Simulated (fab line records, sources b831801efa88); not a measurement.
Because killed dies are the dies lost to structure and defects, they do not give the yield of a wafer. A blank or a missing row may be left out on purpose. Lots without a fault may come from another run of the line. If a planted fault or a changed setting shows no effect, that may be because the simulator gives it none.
Matching of chambers :: flow sky130 :: 3 sister chambers for SKY_LI_CONTACT_CMP_02 on cmp-02
The step polishes PSG. 6 wafers are shown with their chamber, then 7 later ones without.

EACH WAFER AND ITS CHAMBER
wafer: L867.2
chamber: 3
motor_current_A (A): 12.0
time_to_endpoint_s (s): 30.7

wafer: L872.5
chamber: 1
motor_current_A (A): 10.3
time_to_endpoint_s (s): 33.1

wafer: L872.6
chamber: 2
motor_current_A (A): 13.3
time_to_endpoint_s (s): 33.2

wafer: L873.2
chamber: 3
motor_current_A (A): 12.4
time_to_endpoint_s (s): 34.8

wafer: L873.3
chamber: 2
motor_current_A (A): 13.7
time_to_endpoint_s (s): 33.5

wafer: L873.5
chamber: 1
motor_current_A (A): 9.6
time_to_endpoint_s (s): 35.6

WAFERS WITH NO CHAMBER GIVEN
wafer: L879.1
motor_current_A (A): 13.2
time_to_endpoint_s (s): 29.7

wafer: L879.3
motor_current_A (A): 10.6
time_to_endpoint_s (s): 32.4

wafer: L880.1
motor_current_A (A): 9.9
time_to_endpoint_s (s): 30.4

wafer: L880.2
motor_current_A (A): 13.7
time_to_endpoint_s (s): 33.4

wafer: L887.1
motor_current_A (A): 13.4
time_to_endpoint_s (s): 33.5

wafer: L887.3
motor_current_A (A): 10.1
time_to_endpoint_s (s): 33.2

wafer: L887.6
motor_current_A (A): 10.6
time_to_endpoint_s (s): 29.5

WHICH CHAMBER EACH ONE RAN IN
wafer: L879.1
from the rows above: can't be placed: 2 or 3
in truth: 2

wafer: L879.3
from the rows above: 1
in truth: 1

wafer: L880.1
from the rows above: 1
in truth: 1

wafer: L880.2
from the rows above: 2
in truth: 2

wafer: L887.1
from the rows above: 2
in truth: 2

wafer: L887.3
from the rows above: 1
in truth: 1

wafer: L887.6
from the rows above: can't be placed: 1 or 3
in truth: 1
Correct placement for 5 of the 7. Cannot be placed on the basis of these rows: 2; the candidates contain the true chamber in 2. Wrongly placed: 0.
How it was worked out, from the rows above alone: a wafer's distance from a chamber is the root of the sum, over the readings, of the square of ((its reading less the chamber's mean) divided by the reading's scatter). If the next closest chamber is less than 2 further off than the closest, the wafer can't be placed; otherwise it belongs to the closest. Each chamber's mean is taken over the wafers shown for it. How the scatter is found: for the shown wafers, subtract from each reading the mean of its chamber, square and add these, divide the total by (wafers less chambers), then take the root.
